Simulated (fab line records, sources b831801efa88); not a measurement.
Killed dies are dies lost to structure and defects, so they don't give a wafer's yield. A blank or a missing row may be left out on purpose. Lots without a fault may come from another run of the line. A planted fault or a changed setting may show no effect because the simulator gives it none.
Chamber matching | flow sky130 | SKY_VIA4_CMP_21 on cmp-01: 4 sister chambers
The step polishes, stops on SiO2, t overpolish 25 s, target thk 0 nm. 4 wafers are shown with their chamber, then 9 later ones without.

WAFERS WITH THEIR CHAMBER
wafer  | chamber | motor_current_A (A)
L738.6 | 2       | 13.6
L741.3 | 1       | 10.0
L748.5 | 0       | 9.5
L748.6 | 3       | 11.5

WAFERS WITHOUT THEIR CHAMBER
wafer  | motor_current_A (A)
L758.1 | 11.3
L758.3 | 10.0
L758.5 | 9.7
L759.2 | 10.2
L759.3 | 13.2
L759.6 | 9.9
L760.2 | 14.0
L760.3 | 10.4
L760.5 | 13.6

WHICH CHAMBER EACH WENT THROUGH
wafer  | from the rows above     | in truth
L758.1 | 3                       | 3
L758.3 | can't be placed: 1 or 0 | 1
L758.5 | can't be placed: 0 or 1 | 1
L759.2 | can't be placed: 1 or 0 | 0
L759.3 | 2                       | 2
L759.6 | can't be placed: 1 or 0 | 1
L760.2 | 2                       | 2
L760.3 | can't be placed: 1 or 0 | 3
L760.5 | 2                       | 2
Placed correctly: 4 of 9. Can't be placed from these rows: 5 (the true chamber is among the candidates in 4). Placed wrongly: 0.
How it was worked out, from the rows above alone: a wafer's distance from a chamber is the root of the sum, over the readings, of the square of ((its reading less the chamber's mean) divided by the reading's scatter). The wafer belongs to the nearest chamber; if the next one is less than 2 further off, it can't be placed. A chamber's mean is the mean of its shown wafers. The scatter: with one shown wafer a chamber, the root of the mean of the squares of how far each hidden wafer lies from its nearest shown one.
